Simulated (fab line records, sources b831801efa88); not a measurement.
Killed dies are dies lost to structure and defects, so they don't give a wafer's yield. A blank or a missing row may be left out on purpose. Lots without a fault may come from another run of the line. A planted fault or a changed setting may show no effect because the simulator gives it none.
Chamber matching | flow sky130 | SKY_FIELD_ISO_CMP_27 on cmp-02: 4 sister chambers
The step polishes, stops on Si3N4, t overpolish 16 s, target thk 457.8 nm. 8 wafers are shown with their chamber, then 12 later ones without.

WAFERS WITH THEIR CHAMBER
wafer  | chamber | motor_current_A (A) | time_to_endpoint_s (s)
L113.1 | 3       | 9.9                 | 124
L113.6 | 2       | 10.5                | 120
L123.2 | 3       | 9.6                 | 118
L125.1 | 0       | 12.7                | 106
L125.5 | 1       | 11.3                | 110
L126.1 | 1       | 11.8                | 110
L126.4 | 2       | 10.5                | 108
L126.6 | 0       | 12.9                | 104

WAFERS WITHOUT THEIR CHAMBER
wafer  | motor_current_A (A) | time_to_endpoint_s (s)
L127.1 | 10.2                | 113
L127.2 | 9.8                 | 113
L127.3 | 13.5                | 99
L128.1 | 13.6                | 95
L128.2 | 10.2                | 107
L128.6 | 10.7                | 105
L129.1 | 11.6                | 103
L129.2 | 13.0                | 100
L129.6 | 11.0                | 109
L131.3 | 9.7                 | 122
L131.4 | 11.0                | 115
L131.5 | 11.5                | 116

WHICH CHAMBER EACH WENT THROUGH
wafer  | from the rows above     | in truth
L127.1 | can't be placed: 2 or 3 | 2
L127.2 | can't be placed: 3 or 2 | 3
L127.3 | 0                       | 0
L128.1 | 0                       | 0
L128.2 | can't be placed: 2 or 3 | 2
L128.6 | can't be placed: 2 or 1 | 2
L129.1 | 1                       | 1
L129.2 | 0                       | 0
L129.6 | can't be placed: 2 or 1 | 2
L131.3 | 3                       | 3
L131.4 | can't be placed: 2 or 1 | 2
L131.5 | 1                       | 1
Placed correctly: 6 of 12. Can't be placed from these rows: 6 (the true chamber is among the candidates in 6). Placed wrongly: 0.
How it was worked out, from the rows above alone: a wafer's distance from a chamber is the root of the sum, over the readings, of the square of ((its reading less the chamber's mean) divided by the reading's scatter). The wafer belongs to the nearest chamber; if the next one is less than 2 further off, it can't be placed. A chamber's mean is the mean of its shown wafers. The scatter: the root of (the sum of the squares of (reading less its chamber's mean) over the shown wafers, divided by (wafers less chambers)).
